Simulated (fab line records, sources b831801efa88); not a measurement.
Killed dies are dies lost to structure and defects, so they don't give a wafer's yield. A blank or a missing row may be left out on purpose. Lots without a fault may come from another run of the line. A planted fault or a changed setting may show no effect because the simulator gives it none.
Problem report in the 8D (eight disciplines) form, filled by code | flow gf180mcu | the parts of the form that need people (team, actions taken, sign-off) are left out

1. THE PROBLEM
spin_speed_rpm at GF_VT_IMPLANT_COAT_02 reads a mean of 3145.7 rpm on 6 wafers of 2 lots; wafers without a fault read 3000.3 rpm with a standard deviation of 1.9. That is +77 standard deviations from the usual mean.
The step: resist thk 1000 nm.
First seen on wafer L881.1, day 8 13:58, on litho_track-03. The record holds 33 wafers of 11 lots with a number at this step. Rule for "out", or "out of limits": more than 4 standard deviations from the usual mean. The other wafers with a number count as sound.

2. WHAT IT IS AND WHAT IT IS NOT
question                    | is                     | is not
which readings at this step | spin_speed_rpm         | dispense_pressure_kPa
which lots                  | L881, L882             | L868, L869, L870, L871, L872, L886, L887, L889, L890
which wafers of those lots  | all that have a number | -
read on which tools         | litho_track-03         | litho_track-01, litho_track-04
when                        | from day 8 13:58       | up to then (15 sound wafers); but 12 sound wafers of L886, L887, L889, L890 came after

3. SUSPECTS, AND WHAT RULES EACH OUT
Counting: a tool at a process step up to the reading stays a suspect if it ran every lot that is out and no sound lot after the first of them.
- litho_track-03 at GF_VT_IMPLANT_COAT_02 (resist thk 1000 nm): kept. It ran every lot that is out, first L881 (day 8 13:58), and no sound lot after that; its last sound lot up to then is L871 (day 6 09:32). Its own readings are out on those wafers: spin_speed_rpm.
Left after counting: litho_track-03 at GF_VT_IMPLANT_COAT_02.

4. THE CAUSE (what the simulator had put in)
Process parameter drift: litho_track-03, from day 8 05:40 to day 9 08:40, at GF_VT_IMPLANT_COAT_02. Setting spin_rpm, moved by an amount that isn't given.
Counting left only this tool.

5. THE CHAIN OF EFFECTS, in route order
Each row: a reading whose mean over the struck wafers that have a number lies more than 3 standard deviations from the usual. Only readings for which the record gives a usual standard deviation are gone through. hours: the time from each lot's start at the first step in this table that gives one to its start at this step, as a median over the lots. sigmas: the change in usual standard deviations.
hours | step                   | reading                  | usual      | on struck wafers | change | sigmas
0     | GF_VT_IMPLANT_COAT_02  | spin_speed_rpm           | 3000.3 rpm | 3145.7           | +145.4 | +77
9     | GF_VT_IMPLANT_STRIP_09 | strip_time_to_endpoint_s | 12.63 s    | 12.38            | -0.25  | -7.5
The process steps in it:
- GF_VT_IMPLANT_COAT_02: resist thk 1000 nm.
- GF_VT_IMPLANT_STRIP_09: strips in O2/N2.

6. WHAT WOULD HAVE CAUGHT IT SOONER
In this record the first reading out of limits was taken at day 8 13:58, 8 hours after the fault began at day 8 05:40.
